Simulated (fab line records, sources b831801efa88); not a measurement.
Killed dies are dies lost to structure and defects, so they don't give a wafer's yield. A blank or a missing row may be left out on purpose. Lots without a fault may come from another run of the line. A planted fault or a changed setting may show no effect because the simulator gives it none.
Chamber matching | flow sky130 | SKY_PASSIVATION_CVD_00 on pecvd-01: 3 sister chambers
The step deposits SiO2, target thk 90 nm. 3 wafers are shown with their chamber, then 11 later ones without.

WAFERS WITH THEIR CHAMBER
wafer  | chamber | heater_power_w (W)
L085.4 | 2       | 732
L085.5 | 1       | 680
L087.1 | 0       | 648

WAFERS WITHOUT THEIR CHAMBER
wafer  | heater_power_w (W)
L087.2 | 645
L087.4 | 665
L089.1 | 719
L089.4 | 720
L089.6 | 721
L090.3 | 744
L090.4 | 635
L090.5 | 670
L095.3 | 730
L095.4 | 706
L095.5 | 759

WHICH CHAMBER EACH WENT THROUGH
wafer  | from the rows above     | in truth
L087.2 | 0                       | 0
L087.4 | can't be placed: 1 or 0 | 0
L089.1 | can't be placed: 2 or 1 | 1
L089.4 | can't be placed: 2 or 1 | 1
L089.6 | can't be placed: 2 or 1 | 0
L090.3 | 2                       | 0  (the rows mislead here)
L090.4 | 0                       | 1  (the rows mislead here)
L090.5 | can't be placed: 1 or 0 | 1
L095.3 | 2                       | 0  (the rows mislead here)
L095.4 | can't be placed: 1 or 2 | 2
L095.5 | 2                       | 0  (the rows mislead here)
Placed correctly: 1 of 11. Can't be placed from these rows: 6 (the true chamber is among the candidates in 5). Placed wrongly: 4.
How it was worked out, from the rows above alone: a wafer's distance from a chamber is the root of the sum, over the readings, of the square of ((its reading less the chamber's mean) divided by the reading's scatter). The wafer belongs to the nearest chamber; if the next one is less than 2 further off, it can't be placed. A chamber's mean is the mean of its shown wafers. The scatter: with one shown wafer a chamber, the root of the mean of the squares of how far each hidden wafer lies from its nearest shown one.
